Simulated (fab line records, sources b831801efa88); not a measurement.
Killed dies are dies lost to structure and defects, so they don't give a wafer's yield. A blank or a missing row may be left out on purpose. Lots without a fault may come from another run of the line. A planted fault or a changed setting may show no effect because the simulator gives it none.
fab line records | flow sky130 | part 2 of 2: steps 32 to 45 of 45
record lots=5 wafers=15 last_day=49
route steps=708 shown FIELD_ISO@23 NWELL@32 DNWELL@35 PWDE@45
lots that met no fault: from a run of the same line without faults
start_h: hours from the record's first day to the start of the lot's first wafer shown | wait_h: hours since the lot's step before | " the same as in the row above | L1.1+2: a row that stands for several wafers | - no value, or no start given | * or withheld: withheld | < > ~ a bound
route shown NAME@n: a module of which the file shows steps, and the number in the route of the first | usual: mean/standard deviation of fault-free wafers | same: alike in all rows | chamber/n: place in a boat | sites: the reading at each site | _std_site: their standard deviation | _edge_site: outer sites' mean less inner sites' | radius_mm: how far each site lies from the wafer's centre | mask NAME#n: copy n | behind: the tool/chamber that last shaped the wafer | hold: why the lot was held/for how many hours/how that ended | device: the transistor (n, p or np) that didn't switch | end of line: the same wafers' tests at the end of the route | a step without rows: its recipe alone | killed: dies lost to structure and defects at the first sort, not the wafer's yield | map: a wafer's dies, x killed, . not, _ none there
set.NAME: the setting as run; set.NAME@STEP: as run at that earlier step | model.NAME: the simulator's own value behind a step, which no gauge read
lots at some steps of the route; a table a step, a row a wafer
services: from which hour (start_h, from the record's first day; less than 0 if before it) a tool's chamber was out of use, for how many hours, and why
## steps
# step SKY_PWDE_STRIP_09
# recipe chemistry=O2/N2 power_w=1400 pressure_mtorr=1500 platen_temp_c=withheld o2_flow_sccm=3000 n2_flow_sccm=300 overash_fraction=0.5
# usual drypump_motor_current_A=5.6/0.49 oes_product_au=0.722/0.0047 strip_time_to_endpoint_s=36.89/0.11
# columns lot.wafer tool chamber start_h wait_h drypump_motor_current_A oes_product_au rf_hours_counter_h strip_time_to_endpoint_s
L074.1 plasma_asher-02 0 69.21 0.1 4.9 0.720 27 37.01
L074.3 " 0 " " 4.9 0.720 - 36.94
L074.4 " 1 " " 5.6 0.722 - 36.91
L076.1 plasma_asher-04 0 78.81 0.1 5.6 0.722 37 36.94
L076.2 " 1 " " 5.9 0.722 37 37.04
L076.6 " 0 " " 5.6 0.724 - 37.13
L089.1 plasma_asher-04 0 154.30 0.1 5.7 0.720 4 36.92
L089.2 " 1 " " 5.8 0.727 4 36.84
L089.4 " 0 " " 5.6 0.728 - 36.95
L093.1 plasma_asher-03 0 174.34 0.1 6.4 0.731 49 36.88
L093.3 " 1 " " 5.4 0.713 - 36.86
L093.5 " 0 " " 6.4 0.725 - 36.81
L094.1 plasma_asher-02 1 180.65 0.1 5.6 0.719 39 36.65
L094.2 " 0 " " 4.9 0.730 39 36.70
L094.4 " 1 " " 5.6 0.726 - 36.77
# step SKY_PWDE_TW_MEAS_10
# usual PWDE_TW=375.8/1.7
# columns lot.wafer tool chamber start_h wait_h PWDE_TW
L074.1 film_metro-04 - 69.31 0.1 376.4
L074.3 " - " " 376.9
L074.4 " - " " 375.0
L076.1 film_metro-02 - 78.91 0.1 376.2
L076.2 " - " " 377.3
L076.6 " - " " 376.4
L089.1 film_metro-04 - 154.40 0.1 372.8
L089.2 " - " " 375.4
L089.4 " - " " 374.4
L093.1 film_metro-02 - 174.44 0.1 377.9
L093.3 " - " " 376.0
L093.5 " - " " 376.1
L094.1 film_metro-02 - 180.75 0.1 374.0
L094.2 " - " " 374.8
L094.4 " - " " 375.4
# step SKY_NWELL_DEHYDRATE_03
# recipe temp_c=200 time_s=60
# columns lot.wafer tool chamber start_h wait_h
L074.1+3+4 litho_track-03 0 76.97 7.7
L076.1+2+6 litho_track-03 0 86.72 7.8
L089.1+2+4 litho_track-03 0 164.27 9.9
L093.1+3+5 litho_track-04 0 184.86 10.4
L094.1+2+4 litho_track-03 0 190.92 10.2
# step SKY_NWELL_HMDS_04
# recipe prime_time_s=60 prime_temp_c=120
# columns lot.wafer tool chamber start_h wait_h
L074.1+3+4 litho_track-03 0 77.12 0.1
L076.1+2+6 litho_track-03 0 86.87 0.1
L089.1+2+4 litho_track-03 0 164.42 0.1
L093.1+3+5 litho_track-04 0 185.01 0.1
L094.1+2+4 litho_track-03 0 191.07 0.1
# step SKY_NWELL_COAT_05
# recipe spin_rpm=2000 resist_thk_nm=3000
# columns lot.wafer tool chamber start_h wait_h
L074.1+3+4 litho_track-03 0 77.27 0.1
L076.1+2+6 litho_track-03 0 87.02 0.1
L089.1+2+4 litho_track-03 0 164.57 0.1
L093.1+3+5 litho_track-04 0 185.16 0.1
L094.1+2+4 litho_track-03 0 191.22 0.1
# step SKY_NWELL_SOFTBAKE_06
# recipe temp_c=110 time_s=withheld
# columns lot.wafer tool chamber start_h wait_h
L074.1+3+4 litho_track-03 0 77.42 0.1
L076.1+2+6 litho_track-03 0 87.17 0.1
L089.1+2+4 litho_track-03 0 164.72 0.1
L093.1+3+5 litho_track-04 0 185.31 0.1
L094.1+2+4 litho_track-03 0 191.37 0.1
# step SKY_NWELL_EXPOSE_07
# recipe mask_id=NWM na=0.6 source_shape=conventional sigma_outer=0.6 polarization=unpolarized target_cd_nm=840 dose_mj=255
# usual focus_offset_nm=0.0/0.54
# same sigma_outer=0.6
# columns lot.wafer tool chamber start_h wait_h mask focus_offset_nm
L074.1 iline_stepper-01 0 - - NWM#0 -0.2
L074.3 " 0 " " NWM#0 -0.2
L074.4 " 0 " " NWM#0 0.0
L076.1 iline_stepper-01 0 - - NWM#0 0.0
L076.2 " 0 " " NWM#0 -0.3
L076.6 " 0 " " NWM#0 0.0
L089.1 iline_stepper-01 0 - - NWM#0 -0.6
L089.2 " 0 " " NWM#0 0.3
L089.4 " 0 " " NWM#0 -0.6
L093.1 iline_stepper-02 0 - - NWM#0 0.5
L093.3 " 0 " " NWM#0 0.7
L093.5 " 0 " " NWM#0 0.2
L094.1 iline_stepper-01 0 - - NWM#0 0.5
L094.2 " 0 " " NWM#0 0.5
L094.4 " 0 " " NWM#0 0.9
# step SKY_NWELL_PEB_08
# recipe temp_c=115 time_s=withheld
# columns lot.wafer tool chamber start_h wait_h
L074.1+3+4 litho_track-03 0 - -
L076.1+2+6 litho_track-03 0 - -
L089.1+2+4 litho_track-01 0 - -
L093.1+3+5 litho_track-03 0 - -
L094.1+2+4 litho_track-01 0 - -
# step SKY_NWELL_DEVELOP_09
# recipe wall_angle_deg=90 developer=TMAH develop_time_s=60 dev_temp_c=23
# columns lot.wafer tool chamber start_h wait_h
L074.1+3+4 litho_track-03 0 - -
L076.1+2+6 litho_track-03 0 - -
L089.1+2+4 litho_track-01 0 - -
L093.1+3+5 litho_track-03 0 - -
L094.1+2+4 litho_track-01 0 - -
# step SKY_NWELL_OVL_MEAS_10
# usual NWELL_00_OVL=-0.2/1.4
# columns lot.wafer tool chamber start_h wait_h NWELL_00_OVL[nm]
L074.1 overlay-01 - 85.42 - 1.4
L074.3 " - " " 3.4
L074.4 " - " " 1.2
L076.1 overlay-02 - 95.82 - -1.5
L076.2 " - " " -0.3
L076.6 " - " " -1.0
L089.1 overlay-02 - 173.86 - -1.9
L089.2 " - " " -2.6
L089.4 " - " " -1.1
L093.1 overlay-01 - 195.97 - 0.6
L093.3 " - " " 0.6
L093.5 " - " " 1.8
L094.1 overlay-02 - 202.21 - -2.4
L094.2 " - " " -3.7
L094.4 " - " " -3.0
# step SKY_NWELL_IMPLANT_11
# recipe species=P energy_kev=400 dose_cm2=1.9e+13 tilt_deg=withheld
# columns lot.wafer tool chamber start_h wait_h
L074.1+3+4 implanter-03 0 85.46 0.0
L076.1+2+6 implanter-02 0 95.86 0.0
L089.1+2+4 implanter-03 0 173.90 0.0
L093.1+3+5 implanter-03 0 196.01 0.0
L094.1+2+4 implanter-03 0 202.25 0.0
# step SKY_NWELL_IMPLANT_12
# recipe species=P energy_kev=120 dose_cm2=1.3e+12 tilt_deg=withheld
# columns lot.wafer tool chamber start_h wait_h
L074.1+3+4 implanter-03 0 85.61 0.1
L076.1+2+6 implanter-02 0 96.01 0.1
L089.1+2+4 implanter-03 0 174.05 0.1
L093.1+3+5 implanter-03 0 196.16 0.1
L094.1+2+4 implanter-03 0 202.40 0.1
# step SKY_NWELL_IMPLANT_13
# recipe species=P energy_kev=50 dose_cm2=7e+11 tilt_deg=withheld
# columns lot.wafer tool chamber start_h wait_h
L074.1+3+4 implanter-03 0 85.76 0.1
L076.1+2+6 implanter-02 0 96.16 0.1
L089.1+2+4 implanter-03 0 174.20 0.1
L093.1+3+5 implanter-03 0 196.31 0.1
L094.1+2+4 implanter-03 0 202.55 0.1
# step SKY_NWELL_STRIP_14
# recipe chemistry=O2/N2 power_w=1400 pressure_mtorr=1500 platen_temp_c=withheld o2_flow_sccm=3000 n2_flow_sccm=300 overash_fraction=0.5
# usual drypump_motor_current_A=5.39/0.28 oes_product_au=0.722/0.0046 strip_time_to_endpoint_s=36.89/0.093
# columns lot.wafer tool chamber start_h wait_h drypump_motor_current_A oes_product_au rf_hours_counter_h strip_time_to_endpoint_s
L074.1 plasma_asher-01 1 85.91 0.1 5.46 0.719 39 36.82
L074.3 " 1 " " 5.45 0.732 - 36.80
L074.4 " 0 " " 5.21 0.724 - 36.85
L076.1 plasma_asher-02 0 96.31 0.1 4.90 0.719 30 36.90
L076.2 " 1 " " 5.60 0.726 30 36.94
L076.6 " 1 " " 5.59 0.717 - 36.90
L089.1 plasma_asher-01 0 174.35 0.1 5.19 0.719 48 36.77
L089.2 " 1 " " 5.39 0.726 48 36.83
L089.4 " 0 " " 5.19 0.726 - 36.82
L093.1 plasma_asher-04 0 196.46 0.1 5.67 0.723 8 36.89
L093.3 " 1 " " 5.86 0.723 - 36.87
L093.5 " 0 " " 5.65 0.717 - 36.93
L094.1 plasma_asher-02 1 202.70 0.1 5.60 0.723 41 36.88
L094.2 " 0 " " 4.93 0.707 41 36.98
L094.4 " 0 " " 4.91 0.724 - 37.00
## services
# columns tool chamber start_h hours kind
furnace-01 - 8.20 4.1 pm
plasma_asher-04 - 13.44 0.3 repair
wet_bench-01 - 14.76 1.9 pm
implanter-02 - 15.96 6.5 repair
implanter-02 - 17.68 0.9 repair
iline_stepper-02 - 20.82 1.7 pm
iline_stepper-02 - 47.25 12.9 repair
furnace-02 - 54.90 15.6 pm
iline_stepper-02 - 59.36 2.1 repair
implanter-03 - 64.62 2.1 repair
furnace-02 - 73.38 3.6 pm
plasma_asher-01 - 76.29 4.3 pm
iline_stepper-01 - 106.98 1.7 pm
wet_bench-04 - 108.19 1.9 pm
iline_stepper-02 - 139.89 2.1 pm
iline_stepper-02 - 144.69 3.6 repair
furnace-01 - 156.06 9.9 pm
wet_bench-04 - 156.95 2.7 repair
implanter-03 - 163.02 3.8 repair
furnace-01 - 165.95 2.5 pm
iline_stepper-01 - 174.08 9.9 repair
wet_bench-01 - 187.76 2.0 repair
furnace-01 - 192.83 12.5 pm
wet_bench-01 - 197.52 3.8 repair
